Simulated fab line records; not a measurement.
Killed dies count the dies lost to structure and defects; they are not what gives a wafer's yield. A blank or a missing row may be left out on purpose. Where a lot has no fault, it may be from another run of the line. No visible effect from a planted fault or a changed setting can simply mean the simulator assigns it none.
A lot that was struck, set against a sound lot :: flow gf180mcu :: 23 steps out of a route of 602
Sound: the wafers L620.1, L620.2, L620.5. Struck: wafers L628.1, L628.2, L628.3. The cause is named last.
Order at every step that has rows: each side's tool, ch and its chambers, its first start. Under that, the readings that differ: sound wafers :: struck wafers :: difference of the means :: sigmas: that difference in standard deviations of wafers without a fault.
alike: words and numbers the same on both sides, and readings whose means are apart by under 2 such deviations; not compared: readings that were withheld, readings missing a value for some wafer, numbers with overlapping values and no deviation given by the record, and bounds like >300 which may hide the same value.
A row with sigmas, a row that says differs or no value, or rows on one side alone: a step with any of these is where the two part. Non-overlapping numbers with no deviation appear without sigmas and do not part them. A reading missing from all wafers of one side parts the sides only when that side holds two or more wafers.

first, 1 step without rows for these wafers: GF_POLY_GATE_DEVELOP_09 (develop time 60 s).
GF_POLY_GATE_CD_MEAS_10: the cd target is 280 nm.
  sound: cd_sem-02 at day 11 15:09; struck: cd_sem-01 at day 14 21:06
  alike: cd_nm
GF_POLY_GATE_OVL_MEAS_11:
  sound: overlay-02 at day 11 15:16; struck: overlay-01 at day 14 21:13
  alike: POLY_GATE_OVL
GF_POLY_GATE_ETCH_12: etches BARC in N2/H2.
  sound on rie_diel-03 ch 1,2,3, day 11 15:19; struck on rie_diel-04 ch 0,2,3, day 14 21:16
  alike: bias_w, drypump_motor_current_A, oes_product_au, throttle_valve_pct
GF_POLY_GATE_ETCH_13: etches poly-Si in HBr/Cl2, stops on SiO2, target depth 198.5 nm, time 69.6 s.
  sound on rie_si-02 ch 0,2, day 11 15:22; struck on rie_si-01 ch 0,1,3, day 14 21:19
  alike: HBr_flow_sccm, bias_w, drypump_motor_current_A, oes_product_au, throttle_valve_pct
  not compared: rf_hours_counter_h
GF_POLY_GATE_STRIP_14: strips in O2/N2.
  sound on plasma_asher-03 ch 0,1, day 11 15:25; struck on plasma_asher-01 ch 0,1, day 14 21:22
  alike: drypump_motor_current_A, heater_power_w, oes_product_au
  not compared: rf_hours_counter_h
then, 2 steps without rows for these wafers: GF_POLY_GATE_CLEAN_15 (cleans in SC1/SC2, time 150 s); GF_POLY_GATE_OXIDATION_16 (stabilise 600 s, purge 300 s, target thk 4 nm).
GF_POLY_GATE_THK_MEAS_17:
  sound: film_metro-02 at day 11 17:36; struck: film_metro-02 at day 14 22:46
  alike: POLY_GATE_OXIDATION_THK
GF_POLY_GATE_CD_MEAS_18:
  sound: cd_sem-01 at day 11 17:46; struck: cd_sem-01 at day 14 22:50
  alike: cd_nm
then, 2 steps without rows for these wafers: GF_HV_LDD_DEHYDRATE_00 (time 60 s); GF_HV_LDD_HMDS_01 (prime time 60 s).
GF_HV_LDD_COAT_02: resist thk 1000 nm.
  sound on litho_track-01 ch 0, day 12 02:58; struck on litho_track-03 ch 0, day 15 08:50
reading: spin_speed_rpm (rpm)
sound: 3000.3 2998.3 3001.9
struck: 3743.3 3746.4 3744.0
difference: +744.4
sigmas: +99 or more

reading: model.NOVOLAK_of_HV_LDD_COAT_02.thk_nm (nm)
sound: 1002 1001 999
struck: 902.4 895.2 897.9
difference: -102.2
sigmas: 
  alike: resist_line_temp_C
then, 3 steps without rows for these wafers: GF_HV_LDD_SOFTBAKE_03 (time 60 s); GF_HV_LDD_EXPOSE_04 (exposes mask Nplus LV AREA, target cd 400 nm); GF_HV_LDD_PEB_05.
GF_HV_LDD_DEVELOP_06: develop time 60 s.
  sound on litho_track-03 ch 0, day 12 12:32; struck on litho_track-03 ch 0, day 15 19:38
reading: model.NOVOLAK_of_HV_LDD_COAT_02.thk_nm (nm)
sound: 1002 1000 998.5
struck: 902 894.8 897.5
difference: -102
sigmas: 
  alike: resist_line_temp_C
GF_HV_LDD_CD_MEAS_07: the cd target is 400 nm.
  sound: cd_sem-02 at day 12 12:41; struck: cd_sem-02 at day 15 19:47
reading: cd_nm (nm)
sound: 398.5 401.0 402.2
struck: 410.0 412.8 412.9
difference: +11.3
sigmas: +6
GF_HV_LDD_OVL_MEAS_08:
  sound: overlay-01 at day 12 12:49; struck: overlay-01 at day 15 19:55
  alike: HV_LDD_OVL
next, for these wafers, 1 step has no rows: GF_HV_LDD_IMPLANT_09.
GF_HV_LDD_STRIP_10: strips in O2/N2.
  sound on plasma_asher-03 ch 0,1, day 12 13:00; struck on plasma_asher-03 ch 0,1, day 15 20:06
reading: strip_time_to_endpoint_s (s)
sound: 12.63 12.63 12.61
struck: 11.49 11.43 11.44
difference: -1.17
sigmas: -38
  alike: drypump_motor_current_A, heater_power_w, oes_product_au
  not compared: rf_hours_counter_h
GF_HV_LDD_TW_MEAS_11:
  sound: film_metro-04 at day 12 13:06; struck: film_metro-01 at day 15 20:12
  alike: HV_LDD_TW
next, for these wafers, 1 step has no rows: GF_PASSIVATION_PROBE_99.

## WHERE THEY PART
At GF_HV_LDD_COAT_02 first; at GF_HV_LDD_STRIP_10 last (within this record only). Later steps at which nothing parts them and some readings are alike: GF_HV_LDD_TW_MEAS_11.

WHY: whatever the simulator had introduced
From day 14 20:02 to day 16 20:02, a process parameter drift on litho_track-03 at GF_HV_LDD_COAT_02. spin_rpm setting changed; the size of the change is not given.
